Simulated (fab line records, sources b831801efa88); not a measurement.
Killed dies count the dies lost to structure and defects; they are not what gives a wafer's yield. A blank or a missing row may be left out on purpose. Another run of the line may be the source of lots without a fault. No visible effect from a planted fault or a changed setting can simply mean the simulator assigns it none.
fab line records	flow sfqLine	part 1 of 2: steps 1 to 23 of 32
record lots=5	wafers=15	lastDay=92
route steps=325 shown L0V@17 M0@28 I0@43
lots with no fault: from the same line, run without faults
startH: start of the lot's first displayed wafer, in hours after the record's first day	waitH: how many hours have passed since the lot's step before this one	" as in the row above	L1.1+2: a single row standing in for several wafers	- no value, or no start given	* or withheld: withheld	< > ~ a bound
route shown NAME@n: names a module that has steps shown in the file, with the first one's number in the route	usual: mean/standard deviation taken from wafers without a fault	same: alike in all rows	chamber/n: place in a boat	sites: per-site readings	_std_site: their standard deviation	_edge_site: outer sites' mean less inner sites'	radiusMm: for every site, how far away it sits from the centre of the wafer	mask NAME#n: copy n	behind: the last tool/chamber to shape the wafer	hold: reason for holding the lot/hours on hold/outcome of the hold	device: the n, p or np transistor that did not switch	end of line: the tests these same wafers got at the end of their route	where a step has no rows: the recipe by itself	killed: the dies lost at the first sort to structure and to defects; this is not the yield of the wafer	map: dies across one wafer; x = killed, . = not, _ = none there
set.NAME: the setting the step ran with; set.NAME@STEP: the setting that earlier step ran with	model.NAME: the simulator's own value behind a step, which no gauge read
lots at selected steps of the route; one table per step, one row per wafer
services: a tool's chamber out of use, with start hour (startH, from the record's first day; less than 0 if before it), hours out, and reason
## steps
# step SFQ_TRILAYER_L0_VIA_LITHO_COAT_018
# recipe resist=BARC	spinRpm=3000	resistThkNm=62
# usual exhaustPa=45.1/0.85	spinSpeedRpm=3000.0/2.2
lot.wafer	tool	chamber	startH	waitH	exhaustPa	spinSpeedRpm
L079.2	lithoTrack-02	0	99.39	0.1	44.9	3002.9
L079.5	"	0	"	"	44.3	3003.9
L079.6	"	0	"	"	43.4	2998.7
L084.1	lithoTrack-02	0	126.37	0.0	44.9	2999.5
L084.4	"	0	"	"	44.4	2999.9
L084.6	"	0	"	"	44.7	2998.1
L085.1	lithoTrack-03	0	130.17	0.2	43.6	2997.5
L085.2	"	0	"	"	44.7	3001.0
L085.6	"	0	"	"	42.5	2999.0
L089.1	lithoTrack-04	0	157.57	0.0	45.0	2995.4
L089.4	"	0	"	"	46.6	3001.5
L089.6	"	0	"	"	46.2	3001.6
L092.1	lithoTrack-02	0	175.20	0.0	44.8	2999.5
L092.5	"	0	"	"	46.8	3000.8
L092.6	"	0	"	"	45.5	2998.6
# step SFQ_TRILAYER_L0_VIA_LITHO_COAT_013
# recipe resist=KrF	spinRpm=3000	resistThkNm=650
# usual exhaustPa=45.0/0.84	spinSpeedRpm=2999.9/2.2
lot.wafer	tool	chamber	startH	waitH	exhaustPa	spinSpeedRpm
L079.2	lithoTrack-02	0	99.69	0.2	45.2	2995.9
L079.5	"	0	"	"	43.7	2998.1
L079.6	"	0	"	"	45.9	3001.4
L084.1	lithoTrack-02	0	126.67	0.2	43.6	3000.6
L084.4	"	0	"	"	44.9	3001.2
L084.6	"	0	"	"	44.8	3001.1
L085.1	lithoTrack-03	0	130.47	0.2	45.3	3001.7
L085.2	"	0	"	"	44.3	3000.6
L085.6	"	0	"	"	45.5	2994.4
L089.1	lithoTrack-04	0	157.87	0.2	44.9	3000.0
L089.4	"	0	"	"	44.9	2999.7
L089.6	"	0	"	"	44.3	3000.5
L092.1	lithoTrack-02	0	175.50	0.2	44.6	3000.2
L092.5	"	0	"	"	45.7	3001.1
L092.6	"	0	"	"	44.8	3001.9
# step SFQ_TRILAYER_L0_VIA_LITHO_SOFTBAKE_017
# recipe tempC=withheld	timeS=withheld	resist=KrF
# usual exhaustPa=44.9/0.82
lot.wafer	tool	chamber	startH	waitH	exhaustPa
L079.2	lithoTrack-02	0	99.97	0.2	45.7
L079.5	"	0	"	"	44.9
L079.6	"	0	"	"	44.8
L084.1	lithoTrack-02	0	126.97	0.2	46.3
L084.4	"	0	"	"	45.8
L084.6	"	0	"	"	45.3
L085.1	lithoTrack-03	0	130.77	0.2	44.8
L085.2	"	0	"	"	45.2
L085.6	"	0	"	"	46.7
L089.1	lithoTrack-04	0	158.17	0.2	45.9
L089.4	"	0	"	"	45.5
L089.6	"	0	"	"	44.8
L092.1	lithoTrack-02	0	175.80	0.2	44.4
L092.5	"	0	"	"	43.6
L092.6	"	0	"	"	45.5
# step SFQ_TRILAYER_L0_VIA_LITHO_EXPOSE_014
# recipe maskId=L0V	na=0.6	sourceShape=conventional	sigmaOuter=0.65	targetCdNm=700	doseMj=21.3
# usual stageVelMmS=500.06/0.23
lot.wafer	tool	chamber	startH	waitH	mask	stageVelMmS
L079.2	krfScanner-01	0	170.42	-	L0V#0	500.00
L079.5	"	0	"	"	L0V#0	499.46
L079.6	"	0	"	"	L0V#0	499.60
L084.1	krfScanner-01	0	203.82	-	L0V#0	500.09
L084.4	"	0	"	"	L0V#0	500.04
L084.6	"	0	"	"	L0V#0	500.27
L085.1	krfScanner-02	0	209.96	-	L0V#0	499.97
L085.2	"	0	"	"	L0V#0	500.21
L085.6	"	0	"	"	L0V#0	500.01
L089.1	krfScanner-02	0	237.56	-	L0V#0	499.40
L089.4	"	0	"	"	L0V#0	499.61
L089.6	"	0	"	"	L0V#0	499.79
L092.1	krfScanner-02	0	261.56	-	L0V#0	500.43
L092.5	"	0	"	"	L0V#0	499.98
L092.6	"	0	"	"	L0V#0	500.01
# step SFQ_TRILAYER_L0_VIA_LITHO_PEB_016
# recipe pebTempC=115	pebTimeS=60	resist=KrF
# usual exhaustPa=45.1/1
lot.wafer	tool	chamber	startH	waitH	exhaustPa
L079.2	lithoTrack-04	0	171.45	0.8	46.0
L079.5	"	0	"	"	45.3
L079.6	"	0	"	"	46.7
L084.1	lithoTrack-03	0	205.02	1.0	43.6
L084.4	"	0	"	"	44.4
L084.6	"	0	"	"	43.8
L085.1	lithoTrack-03	0	211.16	1.0	46.0
L085.2	"	0	"	"	46.1
L085.6	"	0	"	"	45.9
L089.1	lithoTrack-04	0	238.76	1.0	45.3
L089.4	"	0	"	"	46.0
L089.6	"	0	"	"	44.4
L092.1	lithoTrack-03	0	262.76	1.0	45.6
L092.5	"	0	"	"	45.5
L092.6	"	0	"	"	44.4
# step SFQ_TRILAYER_L0_VIA_LITHO_DEVELOP_015
# recipe timeS=60	resist=KrF
# usual exhaustPa=45.3/0.95
lot.wafer	tool	chamber	startH	waitH	exhaustPa
L079.2	lithoTrack-04	0	171.60	0.1	45.7
L079.5	"	0	"	"	45.7
L079.6	"	0	"	"	46.0
L084.1	lithoTrack-03	0	205.17	0.1	45.9
L084.4	"	0	"	"	45.9
L084.6	"	0	"	"	45.8
L085.1	lithoTrack-03	0	211.31	0.1	44.6
L085.2	"	0	"	"	44.5
L085.6	"	0	"	"	44.4
L089.1	lithoTrack-04	0	238.91	0.1	45.5
L089.4	"	0	"	"	44.8
L089.6	"	0	"	"	44.1
L092.1	lithoTrack-03	0	262.91	0.1	47.7
L092.5	"	0	"	"	45.4
L092.6	"	0	"	"	44.9
# step SFQ_L0V_OVL_MEAS_903
# usual L0V_OVL=0/5.8
lot.wafer	tool	chamber	startH	waitH	L0V_OVL[nm]
L079.2	overlay-01	-	171.73	0.1	4
L079.5	"	-	"	"	-3
L079.6	"	-	"	"	0
L084.1	overlay-02	-	205.32	0.1	0
L084.4	"	-	"	"	-6
L084.6	"	-	"	"	-6
L085.1	overlay-01	-	211.46	0.1	-4
L085.2	"	-	"	"	-3
L085.6	"	-	"	"	-1
L089.1	overlay-01	-	239.06	0.1	8
L089.4	"	-	"	"	3
L089.6	"	-	"	"	9
L092.1	overlay-02	-	263.06	0.1	2
L092.5	"	-	"	"	-2
L092.6	"	-	"	"	1
# step SFQ_TRILAYER_L0_VIA_BARC_OPEN_VIA_ETCH_021
# recipe maskMaterial=PR	chemistry=O2	targetDepthNm=125	target=BARC	sourceW=500	biasW=80	pressureMtorr=30	timeS=41.7
# usual drypumpMotorCurrentA=5.8/0.4	oesProductAu=0.685/0.0046
lot.wafer	tool	chamber	startH	waitH	drypumpMotorCurrentA	oesProductAu	rfHoursCounterH
L079.2	rieDiel-04	2	171.76	0.0	5.4	0.688	6
L079.5	"	2	"	"	5.3	0.684	-
L079.6	"	3	"	"	6.3	0.689	-
L084.1	rieDiel-03	2	205.36	0.0	6.2	0.679	146
L084.4	"	2	"	"	6.3	0.688	-
L084.6	"	0	"	"	5.7	0.692	-
L085.1	rieDiel-02	1	211.50	0.0	5.8	0.679	100
L085.2	"	3	"	"	6.1	0.686	98
L085.6	"	1	"	"	5.8	0.691	-
L089.1	rieDiel-04	2	239.10	0.0	5.3	0.691	7
L089.4	"	3	"	"	6.4	0.692	100
L089.6	"	1	"	"	5.7	0.682	-
L092.1	rieDiel-04	0	263.10	0.0	5.8	0.690	20
L092.5	"	3	"	"	6.3	0.686	-
L092.6	"	2	"	"	5.3	0.689	-
# step SFQ_TRILAYER_L0_VIA_ETCH_VIA_ETCH_016
# recipe target=SiO2	stopOn=MoNx_KI	maskMaterial=PR	chemistry=CHF3	targetDepthNm=80	sourceW=500	biasW=80	pressureMtorr=30	timeS=withheld
# usual drypumpMotorCurrentA=5.8/0.4	oesProductAu=0.844/0.0072
lot.wafer	tool	chamber	startH	waitH	drypumpMotorCurrentA	oesProductAu
L079.2	rieDiel-04	2	171.80	0.0	5.4	0.829
L079.5	"	2	"	"	5.4	0.848
L079.6	"	3	"	"	6.4	0.849
L084.1	rieDiel-03	2	205.40	0.0	6.3	0.838
L084.4	"	2	"	"	6.3	0.848
L084.6	"	0	"	"	5.7	0.853
L085.1	rieDiel-02	1	211.54	0.0	5.8	0.832
L085.2	"	3	"	"	6.1	0.835
L085.6	"	1	"	"	5.8	0.838
L089.1	rieDiel-04	2	239.14	0.0	5.4	0.845
L089.4	"	3	"	"	6.3	0.865
L089.6	"	1	"	"	5.7	0.852
L092.1	rieDiel-04	0	263.14	0.0	5.8	0.833
L092.5	"	3	"	"	6.3	0.852
L092.6	"	2	"	"	5.3	0.840
# step SFQ_TRILAYER_L0_VIA_STRIP_STRIP_017
# recipe gas=O2	powerW=200	platenTempC=40	overashFraction=0.65	chemistry=O2	pressureMtorr=50
# usual drypumpMotorCurrentA=6.0/0.31	oesProductAu=0.998/0.0084	platenTempC=40.01/0.1
lot.wafer	tool	chamber	startH	waitH	drypumpMotorCurrentA	oesProductAu	platenTempC	rfHoursCounterH
L079.2	rieMetal-01	0	171.84	-	5.8	1.000	39.87	5
L079.5	"	1	"	"	5.9	1.005	39.87	-
L079.6	"	0	"	"	5.8	0.995	39.90	-
L084.1	rieMetal-01	1	205.44	-	5.9	0.989	40.17	101
L084.4	"	0	"	"	5.7	0.992	40.02	-
L084.6	"	1	"	"	5.9	0.987	40.18	-
L085.1	rieMetal-04	0	211.58	-	5.6	0.992	40.06	138
L085.2	"	1	"	"	6.3	1.007	40.00	78
L085.6	"	0	"	"	5.7	0.996	39.89	-
L089.1	rieMetal-01	1	239.18	-	5.9	1.005	39.90	105
L089.4	"	0	"	"	5.7	1.001	40.00	-
L089.6	"	1	"	"	5.9	0.993	40.11	-
L092.1	rieMetal-04	1	263.18	-	6.2	1.010	40.07	86
L092.5	"	0	"	"	5.6	0.991	40.06	-
L092.6	"	1	"	"	6.2	1.012	40.03	-
# step SFQ_TRILAYER_L0_VIA_STRIP_SOLV_CLEAN_018
# recipe chemistry=NMP	tempC=70	timeS=600
# usual tempC=69.99/0.12
lot.wafer	tool	chamber	startH	waitH	tempC
L079.2	wetBench-04	7	172.44	0.4	69.99
L079.5	"	1	"	"	70.10
L079.6	"	2	"	"	69.88
L084.1	wetBench-04	5	206.04	0.4	69.92
L084.4	"	7	"	"	69.78
L084.6	"	0	"	"	69.94
L085.1	wetBench-02	4	212.18	0.4	70.09
L085.2	"	6	"	"	70.07
L085.6	"	7	"	"	70.15
L089.1	wetBench-02	2	239.78	0.4	70.08
L089.4	"	7	"	"	70.02
L089.6	"	4	"	"	69.95
L092.1	wetBench-01	7	263.78	0.4	70.20
L092.5	"	6	"	"	70.02
L092.6	"	5	"	"	70.17
# step SFQ_TRILAYER_M0_DEP_PRE_CLEAN_020
# recipe gas=Ar	timeS=15	biasV=250
lot.wafer	tool	chamber	startH	waitH
L079.2+5+6	pvdSputter-05	-	172.62	0.0
L084.1+4+6	pvdSputter-04	-	206.22	0.0
L085.1+2+6	pvdSputter-06	-	212.37	0.0
L089.1+4+6	pvdSputter-04	-	239.96	0.0
L092.1+5+6	pvdSputter-04	-	263.96	0.0
# step SFQ_TRILAYER_M0_DEP_SPUTTER_019
# recipe material=Nb	basePressurePa=1.33e-06	chamberPressurePa=0.1333	substrateTempC=20	resputterCathodeVoltageV=400	targetThkNm=200	powerW=2000	timeS=133.3
# usual resputterCathodeVoltageV=400/3.8	throttleValvePct=29.9/0.9
lot.wafer	tool	chamber	startH	waitH	resputterCathodeVoltageV	throttleValvePct
L079.2	pvdSputter-05	-	172.64	0.0	402	30.9
L079.5	"	-	"	"	402	30.6
L079.6	"	-	"	"	395	29.5
L084.1	pvdSputter-04	-	206.24	0.0	401	29.1
L084.4	"	-	"	"	401	28.7
L084.6	"	-	"	"	392	29.3
L085.1	pvdSputter-06	-	212.40	0.0	390	28.4
L085.2	"	-	"	"	402	29.9
L085.6	"	-	"	"	396	30.7
L089.1	pvdSputter-04	-	239.98	0.0	401	31.6
L089.4	"	-	"	"	399	29.2
L089.6	"	-	"	"	399	29.3
L092.1	pvdSputter-04	-	263.98	0.0	406	30.1
L092.5	"	-	"	"	393	28.9
L092.6	"	-	"	"	402	30.1
# step SFQ_M0_RS_MEAS_904
# recipe thkMeasGauge=four-point-probe	reads=Nb_of_TRILAYER_M0_DEP_SPUTTER_019
# usual M0_NB_RS=0.891/0.008
lot.wafer	tool	chamber	startH	waitH	M0_NB_RS[ohm/sq]
L079.2	filmMetro-03	-	172.75	0.1	0.876
L079.5	"	-	"	"	0.874
L079.6	"	-	"	"	0.876
L084.1	filmMetro-03	-	206.33	0.0	0.897
L084.4	"	-	"	"	0.895
L084.6	"	-	"	"	0.895
L085.1	filmMetro-01	-	212.49	0.0	0.900
L085.2	"	-	"	"	0.894
L085.6	"	-	"	"	0.890
L089.1	filmMetro-02	-	240.07	0.0	0.897
L089.4	"	-	"	"	0.899
L089.6	"	-	"	"	0.903
L092.1	filmMetro-03	-	264.07	0.0	0.900
L092.5	"	-	"	"	0.904
L092.6	"	-	"	"	0.899
# step SFQ_TRILAYER_M0_LITHO_COAT_026
# recipe resist=BARC	spinRpm=3000	resistThkNm=62
# usual exhaustPa=45.1/0.98	spinSpeedRpm=2999.4/2.2
lot.wafer	tool	chamber	startH	waitH	exhaustPa	spinSpeedRpm
L079.2	lithoTrack-02	0	173.30	0.4	45.4	2994.1
L079.5	"	0	"	"	45.4	2996.5
L079.6	"	0	"	"	43.6	2998.1
L084.1	lithoTrack-01	0	206.51	0.1	45.3	2997.3
L084.4	"	0	"	"	45.3	2999.1
L084.6	"	0	"	"	45.6	2999.9
L085.1	lithoTrack-01	0	212.67	0.1	45.7	3000.3
L085.2	"	0	"	"	46.1	2997.0
L085.6	"	0	"	"	45.2	2996.9
L089.1	lithoTrack-03	0	240.25	0.1	44.3	2999.7
L089.4	"	0	"	"	45.1	2998.6
L089.6	"	0	"	"	44.0	2998.6
L092.1	lithoTrack-03	0	264.26	0.1	46.8	3001.3
L092.5	"	0	"	"	45.4	3002.1
L092.6	"	0	"	"	45.5	3003.3
# step SFQ_TRILAYER_M0_LITHO_COAT_021
# recipe resist=KrF	spinRpm=3000	resistThkNm=600
# usual exhaustPa=45.2/0.88	spinSpeedRpm=2999.9/2.1
lot.wafer	tool	chamber	startH	waitH	exhaustPa	spinSpeedRpm
L079.2	lithoTrack-02	0	173.60	0.2	46.0	2999.2
L079.5	"	0	"	"	46.6	3000.7
L079.6	"	0	"	"	45.3	2995.5
L084.1	lithoTrack-01	0	206.81	0.2	45.9	2997.6
L084.4	"	0	"	"	45.9	2998.2
L084.6	"	0	"	"	45.6	3001.5
L085.1	lithoTrack-01	0	212.97	0.2	46.3	2998.2
L085.2	"	0	"	"	46.3	3001.7
L085.6	"	0	"	"	45.2	3000.4
L089.1	lithoTrack-03	0	240.55	0.2	46.0	3005.5
L089.4	"	0	"	"	45.7	3005.5
L089.6	"	0	"	"	46.2	3000.0
L092.1	lithoTrack-03	0	264.56	0.2	44.7	2997.5
L092.5	"	0	"	"	45.0	3000.5
L092.6	"	0	"	"	44.9	3000.5
# step SFQ_TRILAYER_M0_LITHO_SOFTBAKE_025
# recipe tempC=withheld	timeS=withheld	resist=KrF
# usual exhaustPa=45.1/0.86
lot.wafer	tool	chamber	startH	waitH	exhaustPa
L079.2	lithoTrack-02	0	173.87	0.2	44.5
L079.5	"	0	"	"	45.1
L079.6	"	0	"	"	45.5
L084.1	lithoTrack-01	0	207.11	0.2	45.6
L084.4	"	0	"	"	46.4
L084.6	"	0	"	"	46.3
L085.1	lithoTrack-01	0	213.27	0.2	44.1
L085.2	"	0	"	"	46.0
L085.6	"	0	"	"	43.3
L089.1	lithoTrack-03	0	240.85	0.2	45.2
L089.4	"	0	"	"	44.6
L089.6	"	0	"	"	44.4
L092.1	lithoTrack-03	0	264.86	0.2	45.6
L092.5	"	0	"	"	44.6
L092.6	"	0	"	"	44.5
# step SFQ_TRILAYER_M0_LITHO_EXPOSE_022
# recipe maskId=M0	na=0.6	sourceShape=conventional	sigmaOuter=0.65	targetCdNm=500	doseMj=14.4
# usual stageVelMmS=500.02/0.23
lot.wafer	tool	chamber	startH	waitH	mask	stageVelMmS
L079.2	krfScanner-02	0	260.56	-	M0#0	499.78
L079.5	"	0	"	"	M0#0	500.16
L079.6	"	0	"	"	M0#0	500.40
L084.1	krfScanner-01	0	299.60	-	M0#0	499.77
L084.4	"	0	"	"	M0#0	499.95
L084.6	"	0	"	"	M0#0	500.29
L085.1	krfScanner-01	0	306.80	-	M0#0	499.97
L085.2	"	0	"	"	M0#0	499.85
L085.6	"	0	"	"	M0#0	499.82
L089.1	krfScanner-02	0	349.24	-	M0#0	500.21
L089.4	"	0	"	"	M0#0	499.84
L089.6	"	0	"	"	M0#0	500.26
L092.1	krfScanner-02	0	381.89	-	M0#0	500.02
L092.5	"	0	"	"	M0#0	499.47
L092.6	"	0	"	"	M0#0	499.80
# step SFQ_TRILAYER_M0_LITHO_PEB_024
# recipe pebTempC=115	pebTimeS=60	resist=KrF
# usual exhaustPa=44.8/0.99
lot.wafer	tool	chamber	startH	waitH	exhaustPa
L079.2	lithoTrack-02	0	261.59	0.8	46.5
L079.5	"	0	"	"	45.5
L079.6	"	0	"	"	44.6
L084.1	lithoTrack-01	0	300.80	1.0	44.7
L084.4	"	0	"	"	44.7
L084.6	"	0	"	"	43.3
L085.1	lithoTrack-03	0	308.00	1.0	44.0
L085.2	"	0	"	"	45.0
L085.6	"	0	"	"	43.8
L089.1	lithoTrack-03	0	350.44	1.0	45.1
L089.4	"	0	"	"	45.0
L089.6	"	0	"	"	45.5
L092.1	lithoTrack-01	0	383.09	1.0	44.9
L092.5	"	0	"	"	44.8
L092.6	"	0	"	"	44.7
# step SFQ_TRILAYER_M0_LITHO_DEVELOP_023
# recipe timeS=60	resist=KrF
# usual exhaustPa=44.9/0.94
lot.wafer	tool	chamber	startH	waitH	exhaustPa
L079.2	lithoTrack-02	0	261.74	0.1	44.6
L079.5	"	0	"	"	44.1
L079.6	"	0	"	"	43.6
L084.1	lithoTrack-01	0	300.95	0.1	45.9
L084.4	"	0	"	"	45.4
L084.6	"	0	"	"	45.1
L085.1	lithoTrack-03	0	308.15	0.1	47.0
L085.2	"	0	"	"	46.4
L085.6	"	0	"	"	46.4
L089.1	lithoTrack-03	0	350.59	0.1	45.4
L089.4	"	0	"	"	44.9
L089.6	"	0	"	"	44.7
L092.1	lithoTrack-01	0	383.24	0.1	47.3
L092.5	"	0	"	"	47.7
L092.6	"	0	"	"	46.0
# step SFQ_M0_OVL_MEAS_906
# usual M0_OVL=2/6
lot.wafer	tool	chamber	startH	waitH	M0_OVL[nm]
L079.2	overlay-01	-	261.87	0.1	-2
L079.5	"	-	"	"	-14
L079.6	"	-	"	"	1
L084.1	overlay-02	-	301.10	0.1	5
L084.4	"	-	"	"	-6
L084.6	"	-	"	"	3
L085.1	overlay-02	-	308.30	0.1	-2
L085.2	"	-	"	"	2
L085.6	"	-	"	"	2
L089.1	overlay-02	-	350.74	0.1	11
L089.4	"	-	"	"	8
L089.6	"	-	"	"	7
L092.1	overlay-01	-	383.39	0.1	6
L092.5	"	-	"	"	6
L092.6	"	-	"	"	5
# step SFQ_TRILAYER_M0_BARC_OPEN_METAL_ETCH_031
# recipe maskMaterial=PR	chemistry=O2	targetDepthNm=125	target=BARC	icpW=600	biasW=80	pressureMtorr=10	timeS=41.7
# usual drypumpMotorCurrentA=6.2/0.45	oesProductAu=0.685/0.0048
lot.wafer	tool	chamber	startH	waitH	drypumpMotorCurrentA	oesProductAu	rfHoursCounterH
L079.2	rieMetal-02	1	261.90	0.0	6.8	0.682	21
L079.5	"	1	"	"	6.8	0.679	-
L079.6	"	0	"	"	6.4	0.682	-
L084.1	rieMetal-04	0	301.13	0.0	5.7	0.692	152
L084.4	"	0	"	"	5.7	0.683	-
L084.6	"	1	"	"	6.3	0.679	-
L085.1	rieMetal-03	1	308.33	0.0	6.3	0.686	32
L085.2	"	1	"	"	6.3	0.687	-
L085.6	"	1	"	"	6.3	0.684	-
L089.1	rieMetal-04	0	350.78	0.0	5.7	0.685	158
L089.4	"	1	"	"	6.2	0.681	-
L089.6	"	1	"	"	6.2	0.690	-
L092.1	rieMetal-02	1	383.43	0.0	6.8	0.681	36
L092.5	"	1	"	"	6.8	0.678	-
L092.6	"	0	"	"	6.4	0.689	-
# step SFQ_TRILAYER_M0_ETCH_METAL_ETCH_024
# recipe target=Nb	stopOn=SiO2	maskMaterial=PR	chemistry=Cl2/Ar	targetDepthNm=240	icpW=600	biasW=80	pressureMtorr=10	timeS=120
# usual drypumpMotorCurrentA=6.2/0.45	oesProductAu=0.893/0.0063
lot.wafer	tool	chamber	startH	waitH	drypumpMotorCurrentA	oesProductAu	rfHoursCounterH
L079.2	rieMetal-02	1	261.96	0.0	6.8	0.904	21
L079.5	"	1	"	"	6.8	0.899	-
L079.6	"	0	"	"	6.4	0.906	-
L084.1	rieMetal-04	0	301.19	0.0	5.7	0.900	152
L084.4	"	0	"	"	5.7	0.886	-
L084.6	"	1	"	"	6.2	0.896	-
L085.1	rieMetal-03	1	308.45	0.1	6.3	0.880	32
L085.2	"	1	"	"	6.3	0.895	-
L085.6	"	1	"	"	6.3	0.901	-
L089.1	rieMetal-04	0	350.84	0.0	5.6	0.883	158
L089.4	"	1	"	"	6.3	0.896	-
L089.6	"	1	"	"	6.2	0.883	-
L092.1	rieMetal-02	1	383.49	0.0	6.8	0.885	36
L092.5	"	1	"	"	6.8	0.889	-
L092.6	"	0	"	"	6.4	0.889	-
